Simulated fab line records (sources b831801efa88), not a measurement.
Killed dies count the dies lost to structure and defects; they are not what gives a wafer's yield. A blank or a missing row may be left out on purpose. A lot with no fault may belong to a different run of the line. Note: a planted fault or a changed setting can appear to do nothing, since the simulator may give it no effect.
Comparing a struck lot with a sound one / flow sky130 / 42 steps out of a route of 708
Sound: these wafers, L566.3, L566.5, L566.6. Wafers struck: L564.3, L564.4, L564.5. The cause comes at the end.
Per side, at each step with rows, come the tool, then ch with its chambers, and then its first start. Under that, the readings that differ: sound wafers / struck wafers / difference of the means / sigmas: that difference in standard deviations of wafers without a fault.
alike: words and numbers the same on both sides, and readings whose means are apart by under 2 such deviations; not compared: readings that were withheld, readings missing a value for some wafer, numbers with overlapping values and no deviation given by the record, and bounds like >300 which may hide the same value.
Wherever a step has rows on one side only, a row that says differs or no value, or a row with sigmas, the two part there. Numbers that have no deviation but don't overlap get no sigmas and don't part them. A reading missing from all wafers of one side parts the sides only when that side holds two or more wafers.

SKY_METAL5_THK_MEAS_06: measures by xrf.
  sound: film_metro-02 at day 45 15:55; struck: film_metro-03 at day 45 08:55
  alike: METAL5_ALCU_THK
then, 8 steps without rows for these wafers: SKY_METAL5_DEHYDRATE_07 (time 60 s); SKY_METAL5_HMDS_08 (prime time 60 s); SKY_METAL5_COAT_09 (resist thk 1800 nm); SKY_METAL5_SOFTBAKE_10 (time 60 s); SKY_METAL5_EXPOSE_11 (exposes mask MM5, target cd 1600 nm); SKY_METAL5_PEB_12; SKY_METAL5_DEVELOP_13 (develop time 60 s); SKY_METAL5_DESCUM_14 (chemistry O2, time 11 s).
SKY_METAL5_METAL_ETCH_15: etches the open film in Cl2/BCl3, stops on SiO2, target depth 1260 nm, time 252 s.
  sound on rie_metal-04 ch 0,1, day 46 11:45; struck on rie_metal-01 ch 0,1, day 46 05:49
  alike: bcl3_flow_sccm, drypump_motor_current_A, mfc_cl2_sccm, oes_product_au, throttle_valve_pct
  not compared: rf_hours_counter_h
SKY_METAL5_STRIP_16: strips in O2/N2.
  sound on plasma_asher-03 ch 0,1, day 46 11:56; struck on plasma_asher-02 ch 0,1, day 46 06:00
  alike: drypump_motor_current_A, o2_flow_sccm, oes_product_au, strip_time_to_endpoint_s
  not compared: rf_hours_counter_h
then, 1 step without rows for these wafers: SKY_METAL5_STRIP_17 (strips in post etch residue remover, time 1200 s).
SKY_METAL5_CLEAN_18: cleans in IPA, time 180 s.
  sound on wet_bench-02 ch 1, day 46 12:21; struck on wet_bench-03 ch 0, day 46 06:25
  alike: bath_heat_duty_pct
then, 2 steps without rows for these wafers: SKY_METAL5_CLEAN_19 (cleans in O3/DIW); SKY_PASSIVATION_CVD_00 (deposits SiO2, target thk 90 nm).
SKY_PASSIVATION_THK_MEAS_01:
  sound: film_metro-04 at day 46 12:33; struck: film_metro-04 at day 46 06:37
  alike: PASSIVATION_CVD_00_THK
SKY_PASSIVATION_CVD_02: deposits Si3N4, target thk 540 nm.
  sound on pecvd-02 ch 0,1,2, day 46 12:35; struck on pecvd-02 ch 0,1, day 46 06:40
  alike: heater_power_w
SKY_PASSIVATION_THK_MEAS_03:
  sound: film_metro-04 at day 46 12:50; struck: film_metro-04 at day 46 06:54
  alike: PASSIVATION_CVD_02_THK
then, 7 steps without rows for these wafers: SKY_PASSIVATION_DEHYDRATE_04 (time 60 s); SKY_PASSIVATION_HMDS_05 (prime time 60 s); SKY_PASSIVATION_COAT_06 (resist thk 3000 nm); SKY_PASSIVATION_SOFTBAKE_07; SKY_PASSIVATION_EXPOSE_08 (exposes mask NSM, target cd 3000 nm); SKY_PASSIVATION_PEB_09; SKY_PASSIVATION_DEVELOP_10 (develop time 60 s).
SKY_PASSIVATION_ETCH_11: etches the open film in CF4/O2, stops on AlCu, target depth 725 nm, time 161.1 s.
  sound on rie_diel-01 ch 0,1,3, day 47 09:13; struck on rie_diel-04 ch 0,3, day 47 02:50
  alike: drypump_motor_current_A, oes_product_au, throttle_valve_pct
  not compared: rf_hours_counter_h
SKY_PASSIVATION_STRIP_12: strips in O2/N2.
  sound on plasma_asher-02 ch 0,1, day 47 09:21; struck on plasma_asher-01 ch 0,1, day 47 02:59
  alike: drypump_motor_current_A, o2_flow_sccm, oes_product_au, strip_time_to_endpoint_s
  not compared: rf_hours_counter_h
then, 13 steps without rows for these wafers: SKY_PAD_OPEN_DEHYDRATE_00 (time 60 s); SKY_PAD_OPEN_HMDS_01 (prime time 60 s); SKY_PAD_OPEN_COAT_02 (resist thk 3000 nm); SKY_PAD_OPEN_SOFTBAKE_03; SKY_PAD_OPEN_EXPOSE_04 (exposes mask PDM, target cd 60000 nm); SKY_PAD_OPEN_PEB_05; SKY_PAD_OPEN_DEVELOP_06 (develop time 60 s); SKY_PAD_OPEN_ETCH_07 (etches the open film in CF4/O2, stops on AlCu, target depth 725 nm, time 161.1 s); SKY_PAD_OPEN_STRIP_08 (strips in O2/N2); SKY_PAD_OPEN_STRIP_09 (strips in post etch residue remover, time 1200 s); SKY_PAD_OPEN_CLEAN_10 (cleans in IPA, time 180 s); SKY_PAD_OPEN_CLEAN_11 (cleans in O3/DIW); SKY_PAD_OPEN_ANNEAL_12.
SKY_PAD_OPEN_BOW_MEAS_13:
  sound: film_metro-02 at day 48 07:48; struck: film_metro-01 at day 48 02:01
  alike: PAD_OPEN_BOW
SKY_PAD_OPEN_PROBE_99:
  sound: prober-01 at day 48 07:59; struck: prober-02 at day 48 02:12
reading=defect_limited_yield (%); sound=86.4 81.9 83.3; struck=73.8 74.2 73.0; difference=-10.2; sigmas=-6
reading=killed_at_M4_up; sound=0 4 3; struck=55 63 58; difference=+56; sigmas=+27
reading=killed_dies; sound=67 89 82; struck=129 127 133; difference=+50; sigmas=+6
reading=sort_bin_3_pad_short (%); sound=0.8 0.6 0.8; struck=3.9 3.9 6.1; difference=+3.9; sigmas=+10
reading=sort_bin_5_function (%); sound=8.3 10.6 9.3; struck=15.4 15.7 15.0; difference=+6.0; sigmas=+4
reading=sort_n_pass; sound=425 403 410; struck=363 365 359; difference=-50; sigmas=-6
reading=sort_yield_pct (%); sound=86.4 81.9 83.3; struck=73.8 74.2 73.0; difference=-10.2; sigmas=-6
reading=model.etest.tester.sort_n_pass; sound=425 403 410; struck=363 365 359; difference=-50; sigmas=
reading=model.etest.tester.sort_yield_pct (%); sound=86.38 81.91 83.33; struck=73.78 74.19 72.97; difference=-10.23; sigmas=
reading=model.etest.tester.sort_bin_5_pct (%); sound=8.333 10.57 9.35; struck=15.45 15.65 15.04; difference=+5.96; sigmas=
reading=model.etest.tester.sort_bin_3_pct (%); sound=0.813 0.6098 0.813; struck=3.862 3.862 6.098; difference=+3.862; sigmas=
  alike: killed_at_M0_to_M3, killed_at_contacts, killed_at_front_end, killed_at_other, killed_open, killed_short, sort_bin_6_memory

WHERE THEY PART
Only at SKY_PAD_OPEN_PROBE_99, within this record.

WHY: what had been put in by the simulator
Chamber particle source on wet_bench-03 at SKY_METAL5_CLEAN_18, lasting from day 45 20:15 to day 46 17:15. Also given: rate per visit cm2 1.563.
